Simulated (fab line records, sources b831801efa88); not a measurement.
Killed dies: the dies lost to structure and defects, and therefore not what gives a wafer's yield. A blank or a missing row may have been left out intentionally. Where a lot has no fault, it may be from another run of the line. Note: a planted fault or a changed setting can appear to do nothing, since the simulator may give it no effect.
Code-filled problem report in 8D (eight disciplines) form -- flow gf180mcu -- the parts of the form that need people (team, actions taken, sign-off) are left out

1. WHAT IS WRONG
V1_CVD_02_THK at GF_V1_THK_MEAS_03 reads a mean of 744 nm on 4 wafers of 4 lots; wafers without a fault read 853 nm with a standard deviation of 14. Relative to the usual mean, that is a shift of -7.8 standard deviations.
Seen first at day 19 02:29 on film metro-02, wafer L593.5. The record has a number at this step for 36 wafers belonging to 12 lots. The rule behind "out" and "out of limits": a value lying over 4 standard deviations away from the usual mean. All remaining wafers that have a number are taken as sound.

2. WHAT IT IS, WHAT IT ISN'T
question,is,is not
which readings at this step,V1_CVD_02_THK,-
which lots,"L593, L595, L599, L600","L589, L590, L591, L592, L605, L606, L608, L609"
which wafers of those lots,"L593.5, L595.1, L599.6, L600.1","L593.4, L593.6, L595.2, L595.3, L599.2, L599.3, L600.3, L600.6"
read on which gauges,"film metro-01, film metro-02, film metro-04",-
when,from day 19 02:29,"up to then (14 sound wafers); but 18 sound wafers of L595, L599, L600, L605, L606, L608, L609 came after"

3. THE SUSPECTS, EACH WITH WHAT RULES IT OUT
Counting: a tool at a process step up to the reading stays a suspect if it ran every lot that is out. Sound lots after the first of them don't rule it out here, since some wafers of a struck lot are sound.
- the gauge at GF_V1_THK_MEAS_03 has been ruled out. The wafers that are out were read on 3 gauges (film metro-01, film metro-02, film metro-04).
- pecvd-02 at GF_V1_CVD_02 (deposits SiO2 from TEOS, target thk 850 nm, time 94.851 s): kept. Every lot that is out went through it, the first being L593 (day 19 02:26); the last sound lot it ran before that was L591 (day 18 12:04).
- In pecvd-02 at GF_V1_CVD_02, the wafers that are out were processed in chamber 0 and their sound lot-mates in chambers 1, 2.
After counting, what remains is pecvd-02 at GF_V1_CVD_02.

4. THE CAUSE (what the simulator had put in)
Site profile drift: pecvd-02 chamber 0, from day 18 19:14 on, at GF_V1_CVD_02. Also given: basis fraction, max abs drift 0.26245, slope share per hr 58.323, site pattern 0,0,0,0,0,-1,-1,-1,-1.
This tool alone remained once counting was done.

5. THE EFFECT CHAIN, in route order
Each row: a reading where the mean over the struck wafers with a number is more than 3 standard deviations away from the usual. Readings are gone through only where the record gives a usual standard deviation; hours: the median, over the lots, of the time from a lot's start at the first step in this table giving one to that lot's start at this step; sigmas: the change measured in usual standard deviations.
hours,step,reading,usual,on struck wafers,change,sigmas
0,GF_V1_THK_MEAS_03,V1_CVD_02_THK,853 nm,744,-109,-7.8
-,GF_V1_ETCH_17,oes product au,0.855 a.u.,0.780,-0.075,-15
Process steps it contains:
- GF_V1_ETCH_17: etches SiO2 in C4F8/O2/Ar, stops on TiN, target depth 630 nm.
At these later measuring or inspecting steps, every struck wafer for which the step has a row has a number for every such reading, and none has moved that far: GF_V2_BOW_MEAS_05.

6. HOW IT WOULD HAVE BEEN CAUGHT EARLIER
7 hours passed between the start of the fault at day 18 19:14 and the first reading out of limits at a measuring or inspecting step in this record, taken at day 19 02:29.
Of the tool readings at GF_V1_CVD_02 for which the record gives a usual standard deviation, none was out on any struck wafer, so an alarm limit of 4 standard deviations on them would not have fired.
Lots out: 4; of these, L595, L599, L600 started GF_V1_CVD_02 on pecvd-02 after day 19 02:29. A hold on the tool at that time would have spared those 3.
